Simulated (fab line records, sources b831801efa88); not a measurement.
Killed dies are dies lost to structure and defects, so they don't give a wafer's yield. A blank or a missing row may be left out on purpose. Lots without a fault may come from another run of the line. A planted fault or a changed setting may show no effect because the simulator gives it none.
A struck lot beside a sound one | flow sky130 | 31 steps out of a route of 708
Sound: wafers L100.1, L100.4, L100.6. Struck: wafers L109.2, L109.3, L109.6. The cause comes at the end.
At each step with rows: each side's tool, then ch and its chambers, then its first start. Under that, the readings that differ: sound wafers | struck wafers | difference of the means | sigmas: that difference in standard deviations of wafers without a fault.
alike: readings whose means differ by less than 2 such deviations, and words and numbers that are the same on both sides. not compared: withheld readings, readings that some wafer has no value for, bounds like >300 that may hide the same value, and numbers for which the record gives no deviation and whose values overlap.
The two part at a step that has a row with sigmas, a row that says differs or no value, or rows on one side only. Numbers that don't overlap but have no deviation are shown without sigmas and don't part them. A reading that every wafer of one side lacks parts them only if that side has two wafers or more.

first, 1 step without rows for these wafers: SKY_PWDE_IMPLANT_08.
SKY_PWDE_STRIP_09: strips in O2/N2.
  sound on plasma_asher-01 ch 0,1, day 3 18:45; struck on plasma_asher-01 ch 0,1, day 6 00:18
  alike: chamber_pressure_mTorr, drypump_motor_current_A, oes_product_au, strip_time_to_endpoint_s
  not compared: rf_hours_counter_h
SKY_PWDE_TW_MEAS_10:
  sound on film_metro-04, day 3 18:51; struck on film_metro-02, day 6 00:25
  alike: PWDE_TW
then, 7 steps without rows for these wafers: SKY_NWELL_DEHYDRATE_03 (time 60 s); SKY_NWELL_HMDS_04 (prime time 60 s); SKY_NWELL_COAT_05 (resist thk 3000 nm); SKY_NWELL_SOFTBAKE_06; SKY_NWELL_EXPOSE_07 (exposes mask NWM, target cd 840 nm); SKY_NWELL_PEB_08; SKY_NWELL_DEVELOP_09 (develop time 60 s).
SKY_NWELL_OVL_MEAS_10:
  sound on overlay-01, day 4 10:40; struck on overlay-02, day 6 18:01
  alike: NWELL_00_OVL
then, 1 step without rows for these wafers: SKY_NWELL_IMPLANT_11.
SKY_NWELL_IMPLANT_12:
  sound on implanter-04 ch 0, day 4 10:51; struck on implanter-03 ch 0, day 6 18:13
  reading            | sound                            | struck                        | difference | sigmas
  dose_ions_cm2      | 1.3002e+12 1.3008e+12 1.3013e+12 | 8.126e+11 8.144e+11 8.134e+11 | -4.873e+11 | -99 or more
  faraday_current_uA | 7.00 7.23 7.06                   | 4.31 4.59 4.54                | -2.62      | -16
then, 1 step without rows for these wafers: SKY_NWELL_IMPLANT_13.
SKY_NWELL_STRIP_14: strips in O2/N2.
  sound on plasma_asher-02 ch 1, day 4 11:09; struck on plasma_asher-04 ch 0,1, day 6 18:29
  alike: chamber_pressure_mTorr, drypump_motor_current_A, oes_product_au, strip_time_to_endpoint_s
  not compared: rf_hours_counter_h
SKY_NWELL_TW_MEAS_15:
  sound on film_metro-02, day 4 11:15; struck on film_metro-04, day 6 18:36
  reading  | sound          | struck         | difference | sigmas
  NWELL_TW | 1826 1829 1822 | 1784 1784 1778 | -44        | -2
then, 7 steps without rows for these wafers: SKY_NWELL_DEHYDRATE_16 (time 60 s); SKY_NWELL_HMDS_17 (prime time 60 s); SKY_NWELL_COAT_18 (resist thk 3000 nm); SKY_NWELL_SOFTBAKE_19; SKY_NWELL_EXPOSE_20 (exposes mask NWM COMPLEMENT, target cd 840 nm); SKY_NWELL_PEB_21; SKY_NWELL_DEVELOP_22 (develop time 60 s).
SKY_NWELL_OVL_MEAS_23:
  sound on overlay-02, day 5 04:16; struck on overlay-01, day 7 13:40
  alike: NWELL_01_OVL
then, 1 step without rows for these wafers: SKY_NWELL_IMPLANT_24.
SKY_NWELL_STRIP_25: strips in O2/N2.
  sound on plasma_asher-04 ch 0,1, day 5 04:27; struck on plasma_asher-03 ch 0,1, day 7 13:50
  alike: chamber_pressure_mTorr, drypump_motor_current_A, oes_product_au, strip_time_to_endpoint_s
  not compared: rf_hours_counter_h
SKY_NWELL_TW_MEAS_26:
  sound on film_metro-03, day 5 04:33; struck on film_metro-03, day 7 13:57
  alike: NWELL_2_TW
then, 1 step without rows for these wafers: SKY_NWELL_CLEAN_27 (cleans in SC1/SC2, time 150 s).
SKY_NWELL_RTA_28: time 30 s.
  sound on rtp_anneal-02 ch 0, day 5 04:40; struck on rtp_anneal-01 ch 0, day 7 14:04
  alike: lamp_power_pct, wafer_temp_C_max
SKY_NWELL_RS_MEAS_29: measures by four-point-probe.
  sound on film_metro-03, day 5 04:46; struck on film_metro-03, day 7 14:10
  reading           | sound             | struck            | difference | sigmas
  NWELL_RS (ohm/sq) | 624.3 623.2 626.7 | 639.4 640.2 639.0 | +14.8      | +11
-- the record jumps here: 40 days lie between the struck wafers' starts before and after (it left off in module NWELL and takes up again in module PAD_OPEN, whose first step shown is number 708 of the route) --
SKY_PAD_OPEN_PROBE_99:
  sound on prober-01, day 45 13:05; struck on prober-01, day 47 23:01
  reading                                | sound                       | struck                       | difference | sigmas
  model.etest.nfet_16v.r_on_ohm_um       | 1.409e+04 1.413e+04 1.4e+04 | 1.492e+04 1.482e+04 1.48e+04 | +7.733e+02 |
  model.etest.pfet_g5v0d10v5.r_on_ohm_um | 4823 4820 4844              | 4542 4484 4512               | -316       |
  model.etest.tip_p.rs_ohm_sq            | 6793 6795 6782              | 6680 6733 6677               | -93        |
  model.etest.tip_p_5v.rs_ohm_sq         | 2891 2877 2889              | 2760 2752 2764               | -127       |
  model.etest.pfet_g5v0d10v5.drive_ua_um | 334.4 337.9 331             | 364.1 370.2 364.8            | +31.9      |
  model.etest.pfet_01v8_lvt.drive_ua_um  | 174.4 173.6 170.9           | 185.9 185.2 185.3            | +12.5      |
  model.etest.pfet_16v.drive_ua_um       | 229.9 238.1 234.2           | 255.6 259.4 256.2            | +23.0      |
  not compared: model.etest.pfet_01v8_mvt.drive_ua_um

WHERE THEY PART
First at SKY_NWELL_IMPLANT_12; last, within this record, at SKY_NWELL_RS_MEAS_29.

WHY: what the simulator had put in
Process parameter drift: implanter-03, from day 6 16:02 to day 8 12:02, at SKY_NWELL_IMPLANT_12. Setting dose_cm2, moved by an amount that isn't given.
